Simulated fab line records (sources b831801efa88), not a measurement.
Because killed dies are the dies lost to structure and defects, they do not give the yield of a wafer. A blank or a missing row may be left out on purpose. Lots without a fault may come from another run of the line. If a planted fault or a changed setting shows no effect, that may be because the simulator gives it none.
Struck lot and sound lot, side by side	flow sky130	17 out of 708 route steps
Sound: these wafers, L979.2, L979.4, L979.6. Struck: wafers L987.3, L987.5, L987.6. The cause is given at the end.
Each step with rows lists, per side, the tool, then ch with its chambers, then its first start. Under that, the readings that differ: sound wafers	struck wafers	difference of the means	sigmas: that difference in standard deviations of wafers without a fault.
alike: readings with means less than 2 such deviations apart, plus words and numbers identical on both sides. not compared: withheld readings, readings lacking a value on some wafer, bounds such as >300 that could conceal the same value, and numbers that have no deviation in the record and whose values overlap.
The two part at a step that has a row with sigmas, a row that says differs or no value, or rows on one side only. Non-overlapping numbers with no deviation appear without sigmas and do not part them. A reading missing from all wafers of one side parts the sides only when that side holds two or more wafers.

SKY_VT_ADJUST_LVTN_OVL_MEAS_07:
  sound: overlay-01 at day 8 08:14; struck: overlay-02 at day 10 12:02
  alike: VT_ADJUST_LVTN_OVL
after that, 1 step had no rows for these wafers: SKY_VT_ADJUST_LVTN_IMPLANT_08.
SKY_VT_ADJUST_LVTN_STRIP_09: strips in O2/N2.
  sound on plasmaAsher-03 ch 0,1, day 8 08:25; struck on plasmaAsher-01 ch 0,1, day 10 12:15
  alike: drypumpMotorCurrentA, o2FlowSccm, oesProductAu, stripTimeToEndpointS
  not compared: rfHoursCounterH
SKY_VT_ADJUST_LVTN_TW_MEAS_10:
  sound: filmMetro-01 at day 8 08:31; struck: filmMetro-02 at day 10 12:20
  alike: VT_ADJUST_LVTN_TW
then, 7 steps without rows for these wafers: SKY_VT_ADJUST_LVTN_DEHYDRATE_11 (time 60 s); SKY_VT_ADJUST_LVTN_HMDS_12 (prime time 60 s); SKY_VT_ADJUST_LVTN_COAT_13 (resist thk 1140 nm); SKY_VT_ADJUST_LVTN_SOFTBAKE_14 (time 60 s); SKY_VT_ADJUST_LVTN_EXPOSE_15 (exposes mask HVN STD DERIVED, target cd 600 nm); SKY_VT_ADJUST_LVTN_PEB_16; SKY_VT_ADJUST_LVTN_DEVELOP_17 (develop time 60 s).
SKY_VT_ADJUST_LVTN_OVL_MEAS_18:
  sound: overlay-01 at day 9 04:47; struck: overlay-02 at day 11 10:56
  alike: VT_ADJUST_LVTN_01_OVL
SKY_VT_ADJUST_LVTN_IMPLANT_19:
  sound on implanter-01 ch 0, day 9 04:50; struck on implanter-01 ch 0, day 11 11:01
  alike: endStationPressureTorr
SKY_VT_ADJUST_LVTN_STRIP_20: strips in O2/N2.
  sound on plasmaAsher-04 ch 0,1, day 9 04:58; struck on plasmaAsher-04 ch 0,1, day 11 11:09
  alike: drypumpMotorCurrentA, o2FlowSccm, oesProductAu, stripTimeToEndpointS
  not compared: rfHoursCounterH
SKY_VT_ADJUST_LVTN_TW_MEAS_21:
  sound: filmMetro-02 at day 9 05:05; struck: filmMetro-02 at day 11 11:14
reading	sound	struck	difference	sigmas
VT_ADJUST_LVTN_2_TW	186.3 185.8 186.3	176.8 177.0 177.6	-9.0	-5
then, 1 step without rows for these wafers: SKY_VT_ADJUST_NCORE_DEHYDRATE_00 (time 60 s).
-- here the record skips 38 days between the struck wafers' starts before and after, leaving off in module VT_ADJUST_NCORE and picking up in module PAD_OPEN (first step shown: number 708 of the route) --
SKY_PAD_OPEN_PROBE_99:
  sound: prober-02 at day 47 06:17; struck: prober-02 at day 49 02:07
reading	sound	struck	difference	sigmas
killedAtFrontEnd	23 22 23	12 13 13	-10	-2
killedShort	46 44 52	35 39 30	-13	-2
model.etest.resPwellUnderGate.rsOhmSq	2288 2262 2272	2315 2306 2305	+35	
model.etest.nfetG5v0d10v5.bodyRiseV (V)	0.6597 0.6622 0.6649	0.6418 0.6455 0.6472	-0.0174	
model.etest.nfet_16v.bodyRiseV (V)	0.6527 0.6567 0.657	0.635 0.6393 0.6396	-0.017	
model.etest.nfetG5v0d10v5.vtVRange	0.01454 0.01435 0.0182	0.02443 0.02033 0.02803	+0.00857	
  alike: killed_at_M0_to_M3, killed_at_M4_up, killedAtContacts, killedAtOther, killedDies, killedOpen
  not compared: model.etest.tip_n_5v.rsOhmSqRange, model.etest.nfetG5v0d10v5.vtSatV

WHERE THEY PART
First at SKY_VT_ADJUST_LVTN_TW_MEAS_21; last, within this record, at SKY_PAD_OPEN_PROBE_99.

WHY: whatever the simulator had introduced
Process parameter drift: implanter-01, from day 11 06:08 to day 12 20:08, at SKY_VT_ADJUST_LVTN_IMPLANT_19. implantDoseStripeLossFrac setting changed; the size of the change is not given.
